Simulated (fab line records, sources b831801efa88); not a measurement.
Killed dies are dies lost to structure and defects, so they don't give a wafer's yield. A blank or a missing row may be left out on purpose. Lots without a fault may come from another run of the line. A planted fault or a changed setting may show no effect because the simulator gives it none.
Which tool did it? | flow gf180mcu | 15 lots, 45 wafers sampled, at 2 steps of a route of 602

WHAT THE GAUGES READ, wafer by wafer
GF_DUAL_GATE_THK_MEAS_03. Usual: DUAL_GATE_OXIDATION_00_THK 10.88 nm, standard deviation 0.21.
lot  | measured     | on            | DUAL_GATE_OXIDATION_00_THK (nm) | flag
L981 | day 7 15:29  | film_metro-04 | 11.02 11.02 11.06               |
L983 | day 8 05:03  | film_metro-01 | 11.09 11.19 11.02               |
L984 | day 8 11:50  | film_metro-02 | 10.63 10.73 10.40               |
L985 | day 8 20:36  | film_metro-02 | 10.97 10.87 11.00               |
L986 | day 9 02:17  | film_metro-04 | 10.97 10.84 10.97               |
L987 | day 9 07:59  | film_metro-04 | 10.85 11.03 11.17               |
L989 | day 10 00:06 | film_metro-02 | 11.12 11.03 11.03               |
L100 | day 12 21:59 | film_metro-04 | 10.72 10.66 10.63               |
L101 | day 13 06:25 | film_metro-04 | 10.73 10.95 10.70               |
L102 | day 13 16:01 | film_metro-02 | 10.98 10.70 10.86               |
L103 | day 13 21:13 | film_metro-02 | 11.20 11.21 11.03               |
L104 | day 14 04:36 | film_metro-04 | 10.65 10.76 10.77               |

WHICH TOOL RAN EACH LOT (tool, then ch and the chambers of the sampled wafers, then the start)
lot  | GF_VT_IMPLANT_DEVELOP_06
L981 | litho_track-03 ch 0, day 5 13:58
L983 | litho_track-04 ch 0, day 6 02:50
L984 | litho_track-03 ch 0, day 6 07:47
L985 | litho_track-03 ch 0, day 6 16:32
L986 | litho_track-03 ch 0, day 6 22:07
L987 | litho_track-04 ch 0, day 7 03:04
L989 | litho_track-04 ch 0, day 7 16:34
L997 | litho_track-04, day 9 18:19
L998 | litho_track-01, day 10 00:28
L999 | litho_track-01, day 10 04:39
L100 | litho_track-04 ch 0, day 10 11:07
L101 | litho_track-03 ch 0, day 10 16:55
L102 | litho_track-03 ch 0, day 11 01:37
L103 | litho_track-03 ch 0, day 11 07:31
L104 | litho_track-03 ch 0, day 11 13:22
- GF_VT_IMPLANT_DEVELOP_06: develop time 60 s.

WHAT THE TOOLS THEMSELVES READ (means of the sampled wafers that have a number; where no wafer has one, the mark that the record gives instead)
GF_VT_IMPLANT_DEVELOP_06. Usual: chill_plate_temp_C 22.99 C, standard deviation 0.098.
lot  | tool           | chill_plate_temp_C (C) | flag
L981 | litho_track-03 | 22.95                  |
L983 | litho_track-04 | 22.95                  |
L984 | litho_track-03 | 23.05                  |
L985 | litho_track-03 | 22.91                  |
L986 | litho_track-03 | 22.94                  |
L987 | litho_track-04 | 23.07                  |
L989 | litho_track-04 | 23.06                  |
L997 | litho_track-04 | -                      | OFF
L998 | litho_track-01 | -                      | OFF
L999 | litho_track-01 | -                      | OFF
L100 | litho_track-04 | 22.99                  |
L101 | litho_track-03 | 22.91                  |
L102 | litho_track-03 | 22.96                  |
L103 | litho_track-03 | 23.08                  |
L104 | litho_track-03 | 22.88                  |

THE ANSWER, worked out from the rows above alone
Rule: a lot is off if the mean of its wafers that have a number lies more than 3 standard deviations from the usual mean. A lot without any number at a reading at which 4 lots or more have one is off too. The other lots that the step has rows for count as sound. The gauges are gone through in route order, then the tools' own readings, and for those a lot's mean is taken as printed above. The first step at which some lot is off is used, and at that step the reading that is off furthest; a lot without a number counts as furthest.
Off: L997, L998, L999, at GF_VT_IMPLANT_DEVELOP_06 (chill_plate_temp_C). Without a number there: L997, L998, L999.
A tool fits if, at that step or a process step before it, it ran every lot that is off, and no sound lot after the first of them. None of those tried fits.

WHAT THE SIMULATOR HAD PUT IN
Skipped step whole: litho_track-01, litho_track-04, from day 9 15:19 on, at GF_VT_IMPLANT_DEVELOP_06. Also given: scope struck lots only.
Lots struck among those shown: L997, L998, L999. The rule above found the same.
